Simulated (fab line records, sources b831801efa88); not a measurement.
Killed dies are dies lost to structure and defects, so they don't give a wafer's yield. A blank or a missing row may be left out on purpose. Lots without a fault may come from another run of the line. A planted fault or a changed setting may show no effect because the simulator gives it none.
fab line records | flow sky130
record lots=6 wafers=18 last_day=50
route steps=708 shown VT_ADJUST_PCH@145 SONOS_TUNNEL@154 PAD_OPEN@708
lots that met no fault: from a run of the same line without faults
start_h: hours from the record's first day to the start of the lot's first wafer shown | wait_h: hours since the lot's step before | " the same as in the row above | L1.1+2: a row that stands for several wafers | - no value, or no start given | * or withheld: withheld | < > ~ a bound
route shown NAME@n: a module of which the file shows steps, and the number in the route of the first | usual: mean/standard deviation of fault-free wafers | same: alike in all rows | chamber/n: place in a boat | sites: the reading at each site | _std_site: their standard deviation | _edge_site: outer sites' mean less inner sites' | radius_mm: how far each site lies from the wafer's centre | mask NAME#n: copy n | behind: the tool/chamber that last shaped the wafer | hold: why the lot was held/for how many hours/how that ended | device: the transistor (n, p or np) that didn't switch | end of line: the same wafers' tests at the end of the route | a step without rows: its recipe alone | killed: dies lost to structure and defects at the first sort, not the wafer's yield | map: a wafer's dies, x killed, . not, _ none there
set.NAME: the setting as run; set.NAME@STEP: as run at that earlier step | model.NAME: the simulator's own value behind a step, which no gauge read
lots at some steps of the route; a table a step, a row a wafer
services: from which hour (start_h, from the record's first day; less than 0 if before it) a tool's chamber was out of use, for how many hours, and why
## steps
# step SKY_VT_ADJUST_PCH_COAT_02
# recipe spin_rpm=2000 resist_thk_nm=3000
# step SKY_VT_ADJUST_PCH_SOFTBAKE_03
# recipe temp_c=110 time_s=withheld
# step SKY_VT_ADJUST_PCH_EXPOSE_04
# recipe mask_id=NWM na=0.6 source_shape=conventional sigma_outer=0.6 polarization=unpolarized target_cd_nm=840 dose_mj=255
# step SKY_VT_ADJUST_PCH_PEB_05
# recipe temp_c=115 time_s=withheld
# step SKY_VT_ADJUST_PCH_DEVELOP_06
# recipe wall_angle_deg=90 developer=TMAH develop_time_s=60 dev_temp_c=23
# step SKY_VT_ADJUST_PCH_OVL_MEAS_07
# usual VT_ADJUST_PCH_OVL=0.6/1.4
# columns lot.wafer tool chamber start_h wait_h VT_ADJUST_PCH_OVL[nm]
L511.2 overlay-02 - 228.36 - 1.4
L511.3 " - " " 0.0
L511.4 " - " " 0.4
L515.3 overlay-02 - 255.36 - 0.1
L515.5 " - " " 1.0
L515.6 " - " " 0.1
L520.2 overlay-01 - 298.67 - 2.5
L520.3 " - " " 1.0
L520.5 " - " " -0.5
L522.3 overlay-02 - 307.86 - -1.1
L522.4 " - " " -0.5
L522.5 " - " " 1.6
L529.1 overlay-02 - 366.50 - 1.3
L529.2 " - " " 1.9
L529.4 " - " " 0.5
L534.1 overlay-01 - 398.81 - 1.5
L534.2 " - " " 1.0
L534.5 " - " " 1.4
# step SKY_VT_ADJUST_PCH_IMPLANT_08
# recipe species=B energy_kev=10 dose_cm2=5e+11 tilt_deg=withheld
# step SKY_VT_ADJUST_PCH_STRIP_09
# recipe chemistry=O2/N2 power_w=1400 pressure_mtorr=1500 platen_temp_c=withheld o2_flow_sccm=3000 n2_flow_sccm=300 overash_fraction=0.5
# usual drypump_motor_current_A=5.7/0.5 n2_flow_sccm=299.9/0.95 oes_product_au=0.722/0.0043 strip_time_to_endpoint_s=36.95/0.1
# same overash_fraction=0.5
# columns lot.wafer tool chamber start_h wait_h drypump_motor_current_A n2_flow_sccm oes_product_au rf_hours_counter_h strip_time_to_endpoint_s
L511.2 plasma_asher-02 1 228.54 0.1 6.2 299.3 0.725 42 36.81
L511.3 " 0 " " 6.3 300.5 0.725 - 36.80
L511.4 " 1 " " 6.2 299.9 0.722 - 36.80
L515.3 plasma_asher-01 1 255.57 0.1 6.3 299.0 0.720 - 36.87
L515.5 " 0 " " 5.5 300.6 0.720 - 37.10
L515.6 " 1 " " 6.2 297.0 0.717 - 36.94
L520.2 plasma_asher-01 1 298.85 0.1 6.2 299.3 0.719 62 37.04
L520.3 " 1 " " 6.2 299.0 0.717 - 37.03
L520.5 " 1 " " 6.2 300.7 0.725 - 36.85
L522.3 plasma_asher-04 0 308.07 0.1 5.0 300.0 0.721 - 36.92
L522.4 " 1 " " 5.4 300.2 0.713 - 36.99
L522.5 " 1 " " 5.4 299.1 0.718 - 36.92
L529.1 plasma_asher-01 1 366.69 0.1 6.2 299.6 0.715 69 36.87
L529.2 " 0 " " 5.4 299.8 0.725 69 36.84
L529.4 " 0 " " 5.5 300.8 0.723 - 36.92
L534.1 plasma_asher-04 1 399.00 0.1 5.4 298.4 0.718 27 37.02
L534.2 " 0 " " 5.0 298.7 0.721 27 36.93
L534.5 " 1 " " 5.4 297.9 0.712 - 36.92
# step SKY_VT_ADJUST_PCH_TW_MEAS_10
# usual VT_ADJUST_PCH_TW=141.9/0.95
# columns lot.wafer tool chamber start_h wait_h VT_ADJUST_PCH_TW
L511.2 film_metro-01 - 228.65 0.1 140.3
L511.3 " - " " 140.7
L511.4 " - " " 141.1
L515.3 film_metro-02 - 255.66 0.1 142.8
L515.5 " - " " 143.7
L515.6 " - " " 142.7
L520.2 film_metro-04 - 298.96 0.1 141.6
L520.3 " - " " 141.7
L520.5 " - " " 141.8
L522.3 film_metro-01 - 308.16 0.1 141.2
L522.4 " - " " 141.2
L522.5 " - " " 142.2
L529.1 film_metro-02 - 366.79 0.1 143.8
L529.2 " - " " 143.2
L529.4 " - " " 143.3
L534.1 film_metro-02 - 399.10 0.1 141.5
L534.2 " - " " 141.8
L534.5 " - " " 141.4
# step SKY_SONOS_TUNNEL_DEHYDRATE_00
# recipe temp_c=200 time_s=60
# step SKY_SONOS_TUNNEL_HMDS_01
# recipe prime_time_s=60 prime_temp_c=120
# step SKY_SONOS_TUNNEL_COAT_02
# recipe resist=NOVOLAK spin_rpm=3000 resist_thk_nm=1140
# step SKY_SONOS_TUNNEL_SOFTBAKE_03
# recipe temp_c=90 time_s=60 resist=NOVOLAK
# usual chill_plate_temp_C=22.99/0.12 heater_power_total_W=56.59/0.042 plate_temp_C=89.97/0.12
# columns lot.wafer tool chamber start_h wait_h chill_plate_temp_C heater_power_total_W plate_temp_C
L511.2 litho_track-04 0 240.13 0.1 22.81 56.64 90.05
L511.3 " 0 " " 22.99 56.64 90.12
L511.4 " 0 " " 22.89 56.55 89.95
L515.3 litho_track-03 0 268.55 0.1 22.95 56.63 90.14
L515.5 " 0 " " 22.91 56.53 90.04
L515.6 " 0 " " 22.73 56.65 89.86
L520.2 litho_track-03 0 311.87 0.1 23.04 57.21 90.45
L520.3 " 0 " " 23.01 57.21 90.60
L520.5 " 0 " " 23.06 57.19 90.61
L522.3 litho_track-03 0 320.65 0.1 22.78 57.16 90.63
L522.4 " 0 " " 22.92 57.22 90.72
L522.5 " 0 " " 23.01 57.19 90.53
L529.1 litho_track-02 0 380.76 0.1 22.83 56.62 90.01
L529.2 " 0 " " 22.92 56.63 90.03
L529.4 " 0 " " 22.97 56.66 89.98
L534.1 litho_track-04 0 413.30 0.1 22.92 56.70 90.04
L534.2 " 0 " " 23.06 56.51 89.92
L534.5 " 0 " " 22.83 56.59 89.87
# step SKY_SONOS_TUNNEL_EXPOSE_04
# recipe mask_id=TUNM na=0.6 source_shape=conventional sigma_outer=0.6 polarization=unpolarized target_cd_nm=410 dose_mj=136
# step SKY_PAD_OPEN_PROBE_99
# usual killed_at_M0_to_M3=44/7.4 killed_at_M4_up=3.2/1.8 killed_at_contacts=25/5.2 killed_at_front_end=15/4.5 killed_at_other=0.2/0.43 killed_dies=87/9.6 killed_open=48/7.6 killed_short=40/5.7
# same gross_dies=492 killed_at_back_side=0
# columns lot.wafer tool chamber start_h wait_h killed_at_M0_to_M3 killed_at_M4_up killed_at_contacts killed_at_front_end killed_at_other killed_dies killed_open killed_short
L511.2 prober-01 - 1077.28 0.1 40 6 15 21 0 82 46 36
L511.3 prober-01 - 1077.33 0.2 41 3 24 15 1 84 43 41
L511.4 prober-01 - 1077.38 0.2 55 6 21 11 0 93 59 34
L515.3 prober-01 - 1102.32 0.2 35 6 28 6 0 75 41 34
L515.5 prober-01 - 1102.42 0.2 38 1 23 13 0 75 42 33
L515.6 prober-01 - 1102.47 0.2 35 1 23 10 0 69 37 32
L520.2 prober-02 - 1137.90 0.1 49 2 14 18 1 84 43 41
L520.3 prober-02 - 1137.95 0.2 42 3 26 12 0 83 51 32
L520.5 prober-02 - 1138.05 0.2 53 3 21 18 0 95 53 42
L522.3 prober-02 - 1142.62 0.2 40 3 30 16 0 89 55 34
L522.4 prober-02 - 1142.67 0.2 32 0 21 12 0 65 36 29
L522.5 prober-02 - 1142.72 0.2 44 3 27 23 0 97 52 45
L529.1 prober-01 - 1179.35 0.1 53 4 24 9 0 90 44 46
L529.2 prober-01 - 1179.40 0.1 62 5 37 12 0 116 64 52
L529.4 prober-01 - 1179.50 0.2 67 4 27 13 0 111 62 49
L534.1 prober-02 - 1195.98 0.1 58 1 23 15 0 97 49 48
L534.2 prober-02 - 1196.03 0.1 46 1 18 15 0 80 46 34
L534.5 prober-02 - 1196.18 0.2 47 4 23 10 0 84 47 37
# killed by level:class
L511.2 VIA1:geometric_particle:open=9 VIA2:geometric_particle:open=8 LI_CONTACT:geometric_particle:open=6 METAL1:geometric_particle:short=6 POLY_GATE:geometric_particle:open=5 CONTACT:geometric_particle:open=4 POLY_GATE:geometric_particle:short=4 METAL2:geometric_particle:short=4
L511.3 CONTACT:geometric_particle:open=9 VIA2:geometric_particle:open=8 VIA1:geometric_particle:open=7 METAL2:geometric_particle:short=6 FIELD_ISO:geometric_particle:open=5 VIA3:geometric_particle:open=5 CONTACT:geometric_particle:short=5 FIELD_ISO:geometric_particle:short=4
L511.4 VIA1:geometric_particle:open=13 VIA3:geometric_particle:open=11 VIA2:geometric_particle:open=9 LI_CONTACT:geometric_particle:open=7 CONTACT:geometric_particle:open=7 VIA1:geometric_particle:short=6 POLY_GATE:geometric_particle:short=4 METAL3:geometric_particle:short=4
L515.3 VIA1:geometric_particle:open=13 CONTACT:geometric_particle:open=10 METAL2:geometric_particle:short=8 LOCAL_INTERCONNECT:geometric_particle:short=6 LI_CONTACT:geometric_particle:open=5 CONTACT:geometric_particle:short=4 METAL1:geometric_particle:short=4 METAL4:geometric_particle:short=4
L515.5 VIA1:geometric_particle:open=10 CONTACT:geometric_particle:open=7 VIA2:geometric_particle:open=7 CONTACT:geometric_particle:short=6 VIA2:geometric_particle:short=6 LI_CONTACT:geometric_particle:open=5 LOCAL_INTERCONNECT:geometric_particle:short=5 VIA3:geometric_particle:open=5
L515.6 CONTACT:geometric_particle:open=10 VIA1:geometric_particle:open=9 LOCAL_INTERCONNECT:geometric_particle:short=4 METAL1:geometric_particle:short=4 VIA1:geometric_particle:short=4 METAL2:geometric_particle:short=4 LI_CONTACT:geometric_particle:open=3 LI_CONTACT:geometric_particle:short=3
L520.2 VIA1:geometric_particle:open=13 FIELD_ISO:geometric_particle:short=8 METAL2:geometric_particle:short=6 METAL1:geometric_particle:short=6 VIA2:geometric_particle:open=6 VIA1:geometric_particle:short=5 LI_CONTACT:geometric_particle:open=5 CONTACT:geometric_particle:short=4
L520.3 VIA1:geometric_particle:open=11 CONTACT:geometric_particle:open=10 VIA2:geometric_particle:open=7 LI_CONTACT:geometric_particle:open=6 VIA3:geometric_particle:open=6 LOCAL_INTERCONNECT:geometric_particle:short=5 VIA1:geometric_particle:short=5 POLY_GATE:geometric_particle:short=4
L520.5 METAL2:geometric_particle:short=12 VIA3:geometric_particle:open=9 VIA1:geometric_particle:open=8 CONTACT:geometric_particle:open=8 POLY_GATE:geometric_particle:open=5 METAL1:geometric_particle:short=5 FIELD_ISO:geometric_particle:open=4 VIA3:geometric_particle:short=4
L522.3 VIA1:geometric_particle:open=16 LI_CONTACT:geometric_particle:open=13 METAL1:geometric_particle:short=7 LI_CONTACT:geometric_particle:short=6 VIA2:geometric_particle:open=6 CONTACT:geometric_particle:short=5 CONTACT:geometric_particle:open=5 FIELD_ISO:geometric_particle:short=4
L522.4 VIA2:geometric_particle:open=8 CONTACT:geometric_particle:open=7 FIELD_ISO:geometric_particle:short=6 LI_CONTACT:geometric_particle:open=6 VIA1:geometric_particle:open=6 CONTACT:geometric_particle:short=5 METAL1:geometric_particle:short=4 VIA3:geometric_particle:open=4
L522.5 CONTACT:geometric_particle:open=11 FIELD_ISO:geometric_particle:open=8 METAL1:geometric_particle:short=7 VIA1:geometric_particle:open=7 VIA2:geometric_particle:open=6 VIA3:geometric_particle:open=6 FIELD_ISO:geometric_particle:short=5 LI_CONTACT:geometric_particle:short=5
L529.1 CONTACT:geometric_particle:open=11 METAL1:geometric_particle:short=10 VIA1:geometric_particle:open=8 VIA3:geometric_particle:open=7 LOCAL_INTERCONNECT:geometric_particle:short=5 METAL2:geometric_particle:short=5 VIA2:geometric_particle:short=5 LI_CONTACT:geometric_particle:open=4
L529.2 VIA1:geometric_particle:open=13 VIA2:geometric_particle:open=11 VIA1:geometric_particle:short=10 VIA3:geometric_particle:open=9 LOCAL_INTERCONNECT:geometric_particle:short=8 CONTACT:geometric_particle:open=8 LI_CONTACT:geometric_particle:open=7 LOCAL_INTERCONNECT:geometric_particle:open=5
L529.4 VIA1:geometric_particle:open=17 CONTACT:geometric_particle:open=10 VIA3:geometric_particle:short=10 METAL2:geometric_particle:short=9 LI_CONTACT:geometric_particle:open=8 VIA2:geometric_particle:open=8 VIA3:geometric_particle:open=7 LOCAL_INTERCONNECT:geometric_particle:short=6
L534.1 VIA1:geometric_particle:open=12 METAL1:geometric_particle:short=9 LI_CONTACT:geometric_particle:open=7 VIA2:geometric_particle:open=7 VIA3:geometric_particle:open=7 CONTACT:geometric_particle:open=5 VIA1:geometric_particle:short=5 METAL2:geometric_particle:short=5
L534.2 VIA1:geometric_particle:open=10 VIA3:geometric_particle:open=6 CONTACT:geometric_particle:open=6 METAL1:geometric_particle:short=6 VIA1:geometric_particle:short=6 LI_CONTACT:geometric_particle:open=5 METAL3:geometric_particle:short=5 FIELD_ISO:geometric_particle:open=4
L534.5 VIA1:geometric_particle:open=14 CONTACT:geometric_particle:open=10 METAL2:geometric_particle:short=7 VIA2:geometric_particle:short=6 VIA3:geometric_particle:open=6 LOCAL_INTERCONNECT:geometric_particle:short=5 METAL3:geometric_particle:short=4 FIELD_ISO:geometric_particle:open=3
## services
# columns tool chamber start_h hours kind
plasma_asher-04 - 217.45 0.4 repair
plasma_asher-01 - 261.90 2.4 repair
plasma_asher-02 - 272.30 10.8 repair
plasma_asher-02 - 378.95 1.7 repair
## key
first_sign step=SKY_SONOS_TUNNEL_SOFTBAKE_03 reading=heater_power_total_W direction=up sigmas=14 usual=* struck=*
effect step=SKY_SONOS_TUNNEL_SOFTBAKE_03 reading=plate_temp_C direction=up sigmas=5.2 usual=* struck=*
met_at SKY_SONOS_TUNNEL_SOFTBAKE_03
struck_wafers L520.2,L520.3,L520.5,L522.3,L522.4,L522.5
tester_left_out L520,L522
onset_between 268.55 311.87
fault kind=process_parameter_drift tool=litho_track-03 chamber=- onset_h=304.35 steps=SKY_SONOS_TUNNEL_SOFTBAKE_03 channel=temp_c offset=* shape=step end_h=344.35 acts_in=* stated=*
# tester_left_out: of these lots the tester's yield and bins aren't shown, on N5 and GAA mostly nor the transistor test; their killed dies are dies lost to structure and defects alone, not to doping, threshold or leakage, so they don't give the yield
